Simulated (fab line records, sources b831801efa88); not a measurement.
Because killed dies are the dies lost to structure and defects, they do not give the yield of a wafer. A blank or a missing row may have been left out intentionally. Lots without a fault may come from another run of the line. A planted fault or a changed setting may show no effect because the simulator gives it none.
Which of the tools did it? | flow gf180mcu | 13 lots, 39 wafers sampled, at 3 steps of a route of 602

## WHAT EACH GAUGE READ, for each wafer
GF_HV_LDD_OVL_MEAS_47. Usual: HV_LDD_03_OVL gives -1.0 nm (standard deviation 1.3).
lot  | measured     | on         | HV_LDD_03_OVL (nm)                  | flag
L399 | day 12 08:19 | overlay-01 | -3.5 -2.1 -1.8                      |
L401 | day 12 23:40 | overlay-02 | -0.4 0.3 0.1                        |
L402 | day 13 04:02 | overlay-02 | -0.3 -2.3 -1.0                      |
L403 | day 13 14:13 | overlay-02 | -0.9 -0.5 -0.8                      |
L405 | day 14 09:16 | overlay-02 | 1.0 2.6 -2.4                        |
L409 | day 16 00:31 | overlay-01 | 259.4 256.7 258.8 259.1 256.5 258.6 | OFF
L411 | day 16 08:13 | overlay-02 | 257.5 259.3 258.4 256.3 258.5 257.5 | OFF
L412 | day 16 15:56 | overlay-01 | -1.2 -2.8 -2.4                      |
L415 | day 17 15:37 | overlay-02 | -2.2 -2.5 -2.8                      |
L416 | day 17 21:19 | overlay-01 | -0.6 -1.2 -1.2                      |
L418 | day 18 19:43 | overlay-01 | -0.9 2.2 -1.5                       |
L419 | day 19 05:13 | overlay-01 | -1.2 0.4 -0.5                       |
L421 | day 19 22:52 | overlay-01 | -3.3 0.0 -1.6                       |

GF_PSD_RS_MEAS_15: a four-point-probe measurement. Usual: PSD_RS gives 108.50 ohm/sq (standard deviation 0.29).
lot  | measured     | on            | PSD_RS (ohm/sq)      | flag
L399 | day 14 05:38 | film-metro-01 | 108.32 107.95 108.39 |
L401 | day 14 21:22 | film-metro-04 | 108.67 108.37 108.83 |
L402 | day 15 01:04 | film-metro-01 | 108.66 108.63 108.67 |
L403 | day 15 12:44 | film-metro-04 | 108.94 108.82 108.60 |
L405 | day 16 10:08 | film-metro-02 | 108.84 108.23 108.39 |
L412 | day 18 19:26 | film-metro-01 | 108.49 108.28 108.36 |
L415 | day 19 19:09 | film-metro-04 | 108.19 108.33 108.42 |
L416 | day 20 01:46 | film-metro-02 | 108.51 108.53 108.73 |
L418 | day 21 01:11 | film-metro-02 | 108.94 108.87 108.89 |
L419 | day 21 09:04 | film-metro-01 | 108.18 108.28 107.69 |
L421 | day 22 02:43 | film-metro-01 | 108.41 108.38 108.44 |

## WHAT TOOL EACH LOT RAN ON (gives the tool, then ch and the chambers of the sampled wafers, and finally the start)
lot  | GF_HV_LDD_EXPOSE_43
L399 | iline-stepper-01 ch 0, day 11 22:47
L401 | iline-stepper-01 ch 0, day 12 13:32
L402 | iline-stepper-01 ch 0, day 12 18:22
L403 | iline-stepper-02 ch 0, day 13 04:37
L405 | iline-stepper-02 ch 0, day 13 23:12
L409 | iline-stepper-02 ch 0, day 15 13:44
L411 | iline-stepper-02 ch 0, day 15 21:41
L412 | iline-stepper-01 ch 0, day 16 05:09
L415 | iline-stepper-01 ch 0, day 17 04:49
L416 | iline-stepper-01 ch 0, day 17 10:05
L418 | iline-stepper-01 ch 0, day 18 08:11
L419 | iline-stepper-01 ch 0, day 18 16:46
L421 | iline-stepper-01 ch 0, day 19 10:28
- GF_HV_LDD_EXPOSE_43: exposes mask Pplus HV AREA, target cd 400 nm.

## WHAT THE TOOLS THEMSELVES READ (means of the sampled wafers that have a number; where no wafer has one, the mark that the record gives instead)
GF_HV_LDD_EXPOSE_43. Usual: focus-offset-nm 0.0 nm, standard deviation 0.49; stage-vel-mm-s 500.05 mm/s, standard deviation 0.28.
lot  | tool             | focus-offset-nm (nm) | stage-vel-mm-s (mm/s) | flag
L399 | iline-stepper-01 | 0.2                  | 500.26                |
L401 | iline-stepper-01 | -0.2                 | 499.85                |
L402 | iline-stepper-01 | -0.5                 | 499.88                |
L403 | iline-stepper-02 | -0.2                 | 500.16                |
L405 | iline-stepper-02 | 0.1                  | 499.96                |
L409 | iline-stepper-02 | 0.5                  | 500.31                |
L411 | iline-stepper-02 | -0.3                 | 499.77                |
L412 | iline-stepper-01 | -0.3                 | 500.04                |
L415 | iline-stepper-01 | 0.3                  | 500.07                |
L416 | iline-stepper-01 | -0.7                 | 500.48                |
L418 | iline-stepper-01 | 0.0                  | 500.00                |
L419 | iline-stepper-01 | -0.2                 | 499.96                |
L421 | iline-stepper-01 | 0.2                  | 499.75                |

## THE ANSWER, worked out from the rows above alone
Rule: lot off if the mean of its wafers having a number is beyond 3 standard deviations from the usual mean. Also off: a lot with no number at a reading for which 4 or more lots have one. All remaining lots with rows at the step are treated as sound. Order of review: gauges by route order, followed by the tools' own readings, for which a lot's mean as printed above is used. At the first step where some lot is off, the reading lying furthest off is the one used; lots without a number count as furthest.
Off: L409, L411, at GF_HV_LDD_OVL_MEAS_47 (HV_LDD_03_OVL).
A tool fits if, at a process step before that reading, it ran every lot that is off, and no sound lot after the first of them. The gauges at GF_HV_LDD_OVL_MEAS_47 are tried like those tools. One candidate fits, namely iline-stepper-02 at GF_HV_LDD_EXPOSE_43. Its last sound lot is L405 (day 13 23:12), its first lot that is off L409 (day 15 13:44): a fault that began between those two fits.

## WHAT THE SIMULATOR PUT IN
Scanner matching overlay: iline-stepper-02, from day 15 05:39 on, at GF_HV_LDD_EXPOSE_43. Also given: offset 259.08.
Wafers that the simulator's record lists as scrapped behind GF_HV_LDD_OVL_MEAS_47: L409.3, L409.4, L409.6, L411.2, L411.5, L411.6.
Shown lots that were struck: L409, L411. Same finding as the rule above.
